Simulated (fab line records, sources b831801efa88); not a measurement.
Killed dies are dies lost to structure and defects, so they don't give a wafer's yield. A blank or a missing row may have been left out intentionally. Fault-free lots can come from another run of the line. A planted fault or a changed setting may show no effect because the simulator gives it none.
A single fault, viewed from 2 desks    flow gf180mcu    each desk has only its own numbers; what lay behind them comes last

== AT THE TOOL OWNER'S DESK: iline stepper-01 ==
The tool's own readings at GF_TOP_METAL_EXPOSE_11 (exposes mask MetalTop, target cd 440 nm): means of the sampled wafers that have a number, for each lot that ran on this tool. If a lot's mean is further than 4 standard deviations from the usual mean, the lot is out of limits and carries the mark OUT (the distance appears in the brackets).
Columns: A = exposure dose mJ cm2 at GF_TOP_METAL_EXPOSE_11, usual 169.90
lot   first seen here  A
L864  day 27 13:20     169.91
L866  day 27 20:49     170.00
L867  day 28 11:06     169.90
L868  day 29 01:35     157.05 (-76) OUT
L869  day 29 11:35     159.45 (-61) OUT
L870  day 29 12:50     159.51 (-61) OUT
L874  day 31 04:31     163.32 (-39) OUT
This desk's verdict: out of limits on L868, L869, L870, L874, starting with L868 at day 29 01:35 (exposure dose mJ cm2 at GF_TOP_METAL_EXPOSE_11). Within limits: L864, L866, L867.

== THE METROLOGY DESK ==
Means of the sampled wafers that have a number, per lot and without regard to the tool the lot ran on: this is what the gauges read. If a lot's mean is further than 4 standard deviations from the usual mean, the lot is out of limits and carries the mark OUT (the distance appears in the brackets).
Columns: A = TOP_METAL_ALCU_RS at GF_TOP_METAL_RS_MEAS_05, usual 0.0328 ohm/sq; B = cd nm at GF_TOP_METAL_CD_MEAS_14, usual 440.8 nm
lot   first seen here  A       B
L864  day 27 02:58     0.0331  438.2
L865  day 27 10:16     0.0330  439.1
L866  day 27 11:23     0.0326  439.8
L867  day 28 01:09     0.0328  442.5
L868  day 28 15:43     0.0325  463.4 (+11) OUT
L869  day 29 02:22     0.0328  456.7 (+7.9) OUT
L870  day 29 03:09     0.0322  458.8 (+9.0) OUT
L873  day 30 05:22     0.0331  436.7
L874  day 30 19:53     0.0327  450.1 (+4.6) OUT
L876  day 31 00:49     0.0327  443.5
L879  day 32 00:04     0.0327  442.7
L880  day 32 00:20     0.0322  440.6
L886  day 33 00:15     0.0328  442.6
This desk's verdict: out of limits on L868, L869, L870, L874, starting with L868 at day 29 10:35 (cd nm at GF_TOP_METAL_CD_MEAS_14). Within limits: L864, L865, L866, L867, L873, L876, L879, L880, L886.

== TAKEN TOGETHER ==
The tool owner's desk could have raised an alarm at day 29 01:35, on L868, L869, L870, L874.
L868, L869, L870, L874 would have let the metrology desk raise an alarm at day 29 10:35.
Of the lots named, all ran GF_TOP_METAL_EXPOSE_11 on iline stepper-01.

== WHAT HAD BEEN PUT IN BY THE SIMULATOR ==
Drift in process parameters on iline stepper-01 at GF_TOP_METAL_EXPOSE_11, starting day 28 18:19. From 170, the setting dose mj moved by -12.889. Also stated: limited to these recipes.
Struck lots among those shown: L868, L869, L870, L874.
Delay (hours) between the fault's onset and each desk's first out-of-limits reading: 7 at the tool owner's desk, 16 at the metrology desk.
